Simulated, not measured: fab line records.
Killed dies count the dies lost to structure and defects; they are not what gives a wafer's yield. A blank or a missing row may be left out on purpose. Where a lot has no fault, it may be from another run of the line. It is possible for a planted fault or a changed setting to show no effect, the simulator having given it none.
Chamber matching	flow sky130	SKY_VIA2_CMP_02 on cmp-01 has 4 sister chambers
The step polishes SiO2. 22 wafers are shown with their chamber, then 11 later ones without.

EACH WAFER AND ITS CHAMBER
wafer	chamber	motor-current-A (A)
L074.1	0	13.5
L074.2	3	13.6
L074.3	2	9.0
L075.1	0	13.4
L075.3	3	13.0
L075.6	0	12.5
L076.4	3	13.0
L076.5	0	12.8
L076.6	1	14.5
L077.1	1	14.3
L077.2	2	8.9
L077.3	0	12.5
L078.1	2	9.6
L078.2	1	14.0
L078.5	3	13.0
L080.1	1	15.1
L080.2	3	12.7
L080.5	1	15.1
L079.2	1	14.7
L079.3	0	12.5
L079.6	0	13.0
L081.1	1	14.9

SIGNATURES, as means of the wafers listed above
reading	chamber 0	chamber 1	chamber 2	chamber 3	scatter within a chamber
motor-current-A	12.886	14.657	9.167	13.060	0.399
Rule: distance of a wafer from a chamber = root of the sum over the readings of ((wafer's reading minus chamber's mean) / reading's scatter) squared. If the next closest chamber is less than 2 further off than the closest, the wafer can't be placed; otherwise it belongs to the closest. The scatter: the root of (the sum of the squares of (reading less its chamber's mean) over the shown wafers, divided by (wafers less chambers)).

WAFERS WITH NO CHAMBER GIVEN
wafer	motor-current-A (A)
L081.2	9.2
L081.6	9.0
L085.1	14.1
L085.4	13.6
L085.5	9.6
L094.2	13.2
L094.3	15.7
L094.5	12.8
L097.1	13.6
L097.4	13.7
L097.5	12.8

EACH ONE'S CHAMBER
wafer	from the rows above	in truth
L081.2	2	2
L081.6	2	2
L085.1	can't be placed: 1 or 3 or 0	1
L085.4	can't be placed: 3 or 0 or 1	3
L085.5	2	2
L094.2	can't be placed: 3 or 0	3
L094.3	1	1
L094.5	can't be placed: 0 or 3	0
L097.1	can't be placed: 3 or 0 or 1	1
L097.4	can't be placed: 3 or 0 or 1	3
L097.5	can't be placed: 0 or 3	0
Placed correctly: 4 of 11. From these rows, 7 cannot be placed; in 7 the true chamber is one of the candidates. Wrongly placed: 0.
